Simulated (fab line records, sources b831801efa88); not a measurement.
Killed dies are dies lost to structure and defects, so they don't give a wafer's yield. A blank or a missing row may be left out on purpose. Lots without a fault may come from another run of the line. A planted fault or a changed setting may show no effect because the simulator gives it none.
Chamber matching | flow sky130 | SKY_VIA4_CMP_02 on cmp-02: 4 sister chambers
The step polishes SiO2. 14 wafers are shown with their chamber, then 7 later ones without.

WAFERS WITH THEIR CHAMBER
wafer  | chamber | motor_current_A (A)
L488.1 | 0       | 11.6
L488.2 | 2       | 15.4
L488.4 | 1       | 11.2
L492.1 | 1       | 11.3
L492.3 | 2       | 15.6
L492.5 | 0       | 11.1
L495.2 | 0       | 10.9
L495.3 | 2       | 14.1
L495.4 | 1       | 11.6
L496.1 | 3       | 9.3
L496.4 | 1       | 11.0
L496.6 | 2       | 15.6
L500.2 | 1       | 10.2
L500.5 | 2       | 15.5

SIGNATURES (means of the wafers above)
reading         | chamber 0 | chamber 1 | chamber 2 | chamber 3 | scatter within a chamber
motor_current_A | 11.200    | 11.060    | 15.240    | 9.300     | 0.55
Rule: a wafer's distance from a chamber is the root of the sum, over the readings, of the square of ((its reading less the chamber's mean) divided by the reading's scatter). The wafer belongs to the nearest chamber; if the next one is less than 2 further off, it can't be placed. The scatter: the root of (the sum of the squares of (reading less its chamber's mean) over the shown wafers, divided by (wafers less chambers)).

WAFERS WITHOUT THEIR CHAMBER
wafer  | motor_current_A (A)
L500.6 | 9.5
L503.1 | 10.9
L503.5 | 10.6
L503.6 | 10.1
L505.3 | 9.5
L505.4 | 11.2
L505.5 | 15.4

WHICH CHAMBER EACH WENT THROUGH
wafer  | from the rows above          | in truth
L500.6 | 3                            | 3
L503.1 | can't be placed: 1 or 0      | 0
L503.5 | can't be placed: 1 or 0 or 3 | 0
L503.6 | can't be placed: 3 or 1 or 0 | 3
L505.3 | 3                            | 3
L505.4 | can't be placed: 0 or 1      | 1
L505.5 | 2                            | 2
Placed correctly: 3 of 7. Can't be placed from these rows: 4 (the true chamber is among the candidates in 4). Placed wrongly: 0.
